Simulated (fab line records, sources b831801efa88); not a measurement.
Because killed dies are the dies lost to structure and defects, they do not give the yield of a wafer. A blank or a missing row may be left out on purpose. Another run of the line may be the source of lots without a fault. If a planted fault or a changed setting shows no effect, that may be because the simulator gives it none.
One fault through the eyes of 2 desks -- flow sky130 -- only its own numbers are on each desk; what lay behind them is given at the end

THE METROLOGY DESK
Means of the sampled wafers that have a number, per lot and without regard to the tool the lot ran on: this is what the gauges read. Marked OUT: a lot whose mean sits more than 4 standard deviations from the usual mean, which makes it out of limits; the brackets give that distance.
Columns: A = CAPM_CVD_00_THK at SKY_CAPM_THK_MEAS_01, usual 15.53 nm
lot,first seen here,A
L821,day 36 00:35,15.82
L824,day 38 07:20,15.41
L826,day 38 07:41,15.71
L825,day 38 08:32,15.42
L828,day 38 15:00,15.57
L833,day 40 09:03,15.52
L838,day 41 15:05,15.27
L839,day 41 22:43,14.13 (-6.4) OUT
L840,day 42 07:28,14.30 (-5.6) OUT
L841,day 42 15:25,15.47
L842,day 42 17:43,15.32
Per this desk, out of limits: L839, L840; the first was L839, day 41 22:43 (CAPM_CVD_00_THK at SKY_CAPM_THK_MEAS_01). L821, L824, L826, L825, L828, L833, L838, L841, L842: within limits.

TOOL OWNER'S DESK, pecvd-02
The tool's own readings at SKY_CAPM_CVD_00 (deposits SiO2, target thk 15.5 nm): means of the sampled wafers that have a number, for each lot that ran on this tool. Marked OUT: a lot whose mean sits more than 4 standard deviations from the usual mean, which makes it out of limits; the brackets give that distance.
Columns: A = heater_power_w at SKY_CAPM_CVD_00, usual 711 W; B = susceptor_temp_C at SKY_CAPM_CVD_00, usual 399.98 C
lot,first seen here,A,B
L821,day 36 00:33,648,399.82
L826,day 38 07:39,610,399.74
L828,day 38 14:59,668,400.02
L839,day 41 22:41,653,399.75
L840,day 42 07:26,562,399.84
Result from this desk: across the 5 lots, nothing is out of limits.

BROUGHT TOGETHER
Metrology desk: alarm possible at day 41 22:43 on L839, L840.
The desk of the tool owner found nothing out of limits.
The tool owner's desk has L839, L840 on record, within its limits.
Every lot named ran SKY_CAPM_CVD_00 on pecvd-02.

WHAT WAS PUT IN BY THE SIMULATOR
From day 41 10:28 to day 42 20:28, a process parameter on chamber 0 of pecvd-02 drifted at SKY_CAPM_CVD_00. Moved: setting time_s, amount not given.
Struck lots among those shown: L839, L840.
Time in hours between the start of the fault and the first out-of-limits reading at each desk: metrology desk, 12.
